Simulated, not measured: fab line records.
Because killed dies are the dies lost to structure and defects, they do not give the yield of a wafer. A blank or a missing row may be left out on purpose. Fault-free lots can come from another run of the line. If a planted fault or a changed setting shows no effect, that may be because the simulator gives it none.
Which tool did it? | flow gf180mcu | 42 wafers from 14 lots sampled at 2 of the route's 602 steps

== WHAT THE GAUGES SHOWED, per wafer ==
GF_M3_OVL_MEAS_15.
lot  | measured     | on         | M3_OVL (nm)
L694 | day 21 09:01 | overlay-01 | 10 -4 7
L695 | day 21 20:59 | overlay-02 | -7 -4 -7
L697 | day 22 11:56 | overlay-01 | 9 9 14
L698 | day 22 22:34 | overlay-01 | -9 -12 -10
L699 | day 23 13:47 | overlay-02 | -2 -1 -6
L701 | day 24 09:03 | overlay-02 | 5 3 5
L703 | day 25 00:44 | overlay-01 | 0 9 8
L704 | day 25 09:24 | overlay-01 | -12 -14 -7
L709 | day 27 06:33 | overlay-02 | 3 2 -3
L712 | day 27 23:56 | overlay-01 | -3 -2 -6
L713 | day 28 00:16 | overlay-01 | 4 1 1
L714 | day 28 09:41 | overlay-02 | -2 -10 -5
L716 | day 28 16:52 | overlay-01 | -4 -6 -7
L715 | day 28 22:01 | overlay-01 | -8 -8 -6

== TOOL THAT RAN EACH LOT (tool first, then ch and the chambers of the sampled wafers, then the start) ==
lot  | GF_HV_LDD_IMPLANT_48
L694 | implanter-04 ch 0, day 12 11:22
L695 | implanter-04 ch 0, day 12 21:06
L697 | implanter-04 ch 0, day 13 11:46
L698 | implanter-02 ch 0, day 13 19:53
L699 | implanter-02 ch 0, day 14 11:19
L701 | implanter-02 ch 0, day 15 03:56
L703 | implanter-02 ch 0, day 15 19:08
L704 | implanter-02 ch 0, day 16 05:25
L709 | implanter-04 ch 0, day 18 06:26
L712 | implanter-04 ch 0, day 19 01:36
L713 | implanter-03 ch 0, day 19 02:36
L714 | implanter-03 ch 0, day 19 13:16
L716 | implanter-03 ch 0, day 19 23:37
L715 | implanter-02 ch 0, day 20 02:50
- GF_HV_LDD_IMPLANT_48

== WHAT THE TOOLS THEMSELVES READ (means of the sampled wafers that have a number; where no wafer has one, the mark that the record gives instead) ==
GF_HV_LDD_IMPLANT_48.
lot  | tool         | beamEnergyKeV | doseIonsCm2
L694 | implanter-04 | 25.006        | 3e+13
L695 | implanter-04 | 25.000        | 3e+13
L697 | implanter-04 | 24.997        | 3e+13
L698 | implanter-02 | 24.992        | 3e+13
L699 | implanter-02 | 25.010        | 3e+13
L701 | implanter-02 | 24.998        | 3e+13
L703 | implanter-02 | 24.989        | 3e+13
L704 | implanter-02 | 25.004        | 3e+13
L709 | implanter-04 | 24.991        | 3e+13
L712 | implanter-04 | 25.004        | 3e+13
L713 | implanter-03 | 25.002        | 3e+13
L714 | implanter-03 | 25.011        | 3e+13
L716 | implanter-03 | 25.005        | 3e+13
L715 | implanter-02 | 25.001        | 3e+13

== THE ANSWER, worked out from the rows above alone ==
Rule: the lots themselves supply what counts as usual. Put in order of their means at a reading, lots are off if they are a third of the lots or fewer, leave a main group of 4 or more, and stand apart from it by a gap of 3 or more times the standard deviation of the main group's means; of several such gaps the widest counts. A main group whose means are all the same, to the digits that the tables above print for the reading, isn't used. A lot without any number at a reading at which 4 lots or more have one is off too. Where the step has rows for the other lots, those lots are counted as sound. The gauges are gone through in route order, then the tools' own readings, and for those a lot's mean is taken as printed above. At the first step where some lot is off, the reading lying furthest off is the one used; lots without a number count as furthest.
None of the lots is off at any reading shown; this tells nothing.

== WHAT THE SIMULATOR HAD PUT IN ==
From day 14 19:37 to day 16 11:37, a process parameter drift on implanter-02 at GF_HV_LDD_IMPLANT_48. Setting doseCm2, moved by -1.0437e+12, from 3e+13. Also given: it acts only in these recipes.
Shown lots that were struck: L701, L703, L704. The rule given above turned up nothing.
